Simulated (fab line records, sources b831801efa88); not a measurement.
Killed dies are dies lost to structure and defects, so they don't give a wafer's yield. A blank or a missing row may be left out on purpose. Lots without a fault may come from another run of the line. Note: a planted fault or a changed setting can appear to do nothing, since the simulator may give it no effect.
Tool commonality check	flow gf180mcu	Sampled: 12 lots, 36 wafers

THE REASON FOR OPENING IT
2 of 12 lots carry a flag on the reading MVSD_OVL at GF_MVSD_OVL_MEAS_07. Wafers without a fault read -1.4 nm, standard deviation 1.6.
Rule: flag the lot when none of its wafers has a number, or when each of its wafers that has one lies beyond 4 standard deviations from that mean. All remaining lots are regarded as sound.

lot	measured	on	MVSD_OVL (nm), wafer by wafer	flag
L906	day 4 10:49	overlay-02	-2.6 -1.4 -3.0	
L907	day 4 14:53	overlay-02	0.8 -0.7 0.1	
L909	day 5 02:46	overlay-02	-1.1 -2.5 -1.4	
L910	day 5 07:20	overlay-02	0.9 -0.9 -0.5	
L911	day 5 15:43	overlay-02	-2.2 -1.8 -2.9	
L912	day 5 19:10	overlay-01	-1.1 -0.8 -0.5	
L913	day 6 00:29	overlay-02	-1.1 -1.7 -0.9	
L922	day 8 07:59	overlay-01	156.2 157.1 155.7	FLAGGED
L923	day 8 15:50	overlay-02	157.5 156.7 156.6	FLAGGED
L925	day 9 01:55	overlay-02	-1.0 -2.0 -2.2	
L926	day 9 05:17	overlay-01	-1.8 -1.3 -1.4	
L927	day 9 13:01	overlay-01	-3.0 -2.4 -2.1	
The numbers of the flagged lots are 156.6 nm on average: +158.0 nm against the usual, or +99 standard deviations.

LOT BY LOT: THE TOOL USED
The record holds 3 process steps before the reading, out of a route of 602 steps. Every cell lists first the tool, next ch and the chambers used by the sampled wafers, and last the start.
lot	flag	GF_STI_STRIP_15	GF_DNWELL_STRIP_08	GF_MVSD_EXPOSE_04
L906		plasmaAsher-04 ch 1, day 2 02:50	plasmaAsher-02 ch 0, day 2 19:43	ilineStepper-02 ch 0, day 4 04:32
L907		plasmaAsher-03 ch 0,1, day 2 06:17	plasmaAsher-02 ch 0,1, day 3 00:19	ilineStepper-02 ch 0, day 4 08:56
L909		plasmaAsher-04 ch 0,1, day 2 18:14	plasmaAsher-02 ch 0,1, day 3 10:52	ilineStepper-02 ch 0, day 4 20:08
L910		plasmaAsher-03 ch 0,1, day 2 21:43	plasmaAsher-01 ch 0,1, day 3 14:28	ilineStepper-02 ch 0, day 5 00:33
L911		plasmaAsher-04 ch 0,1, day 3 03:25	plasmaAsher-02 ch 0,1, day 3 21:52	ilineStepper-02 ch 0, day 5 08:53
L912		plasmaAsher-01 ch 0,1, day 3 08:43	plasmaAsher-02 ch 0,1, day 4 02:01	ilineStepper-02 ch 0, day 5 12:34
L913		plasmaAsher-01 ch 0,1, day 3 13:10	plasmaAsher-04 ch 0,1, day 4 06:25	ilineStepper-02 ch 0, day 5 17:00
L922	FLAGGED	plasmaAsher-03 ch 0,1, day 5 11:28	plasmaAsher-02 ch 0,1, day 6 07:01	ilineStepper-02 ch 0, day 7 23:42
L923	FLAGGED	plasmaAsher-01 ch 0,1, day 5 18:11	plasmaAsher-02 ch 0,1, day 6 14:23	ilineStepper-02 ch 0, day 8 07:38
L925		plasmaAsher-04 ch 0,1, day 6 02:56	plasmaAsher-02 ch 0,1, day 7 00:17	ilineStepper-01 ch 0, day 8 17:46
L926		plasmaAsher-03 ch 0,1, day 6 07:44	plasmaAsher-04 ch 0,1, day 7 03:40	ilineStepper-01 ch 0, day 8 20:53
L927		plasmaAsher-01 ch 0,1, day 6 14:02	plasmaAsher-04 ch 0, day 7 10:29	ilineStepper-01 ch 0, day 9 04:56
What these steps do:
- GF_STI_STRIP_15: strips in O2/N2.
- GF_DNWELL_STRIP_08: strips in O2/N2.
- GF_MVSD_EXPOSE_04: exposes mask MVSD, target cd 1000 nm.
- GF_MVSD_OVL_MEAS_07

FLAGGED AGAINST TOTAL, ONE TOOL AT A TIME (gauges that did the reading follow at the end)
step	tool	lots run	flagged	share of the flagged lots	sound lots run after its first flagged lot
GF_STI_STRIP_15	plasmaAsher-01	4	1	some	1 (L927)
GF_STI_STRIP_15	plasmaAsher-03	4	1	some	1 (L926)
GF_STI_STRIP_15	plasmaAsher-04	4	0	none	-
GF_DNWELL_STRIP_08	plasmaAsher-01	1	0	none	-
GF_DNWELL_STRIP_08	plasmaAsher-02	8	2	all	1 (L925)
GF_DNWELL_STRIP_08	plasmaAsher-04	3	0	none	-
GF_MVSD_EXPOSE_04	ilineStepper-01	3	0	none	-
GF_MVSD_EXPOSE_04	ilineStepper-02	9	2	all	0
GF_MVSD_OVL_MEAS_07	overlay-01	4	1	some	2 (L926,L927)
GF_MVSD_OVL_MEAS_07	overlay-02	8	1	some	1 (L925)

WHAT THE TABLE ALLOWS
Rows of the table that ran all the flagged lots, 2 in number: plasmaAsher-02 at GF_DNWELL_STRIP_08; ilineStepper-02 at GF_MVSD_EXPOSE_04.
- plasmaAsher-02 at GF_DNWELL_STRIP_08 ran 8 lots, 2 of them flagged. Sound lots ran on it after the first flagged one (L925), which a lasting fault on the whole tool wouldn't allow.
- ilineStepper-02 at GF_MVSD_EXPOSE_04 ran 9 lots, 2 of them flagged. Last sound lot L913 at day 5 17:00, first flagged lot L922 at day 7 23:42; a fault beginning in between fits.
Left over: one tool, ilineStepper-02 at GF_MVSD_EXPOSE_04.

WHAT THE SIMULATOR HAD PUT IN
Scanner matching overlay: ilineStepper-02, from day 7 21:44 on, at GF_MVSD_EXPOSE_04. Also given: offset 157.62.
Shown lots that were struck: L922, L923. The same result came from the rule above.
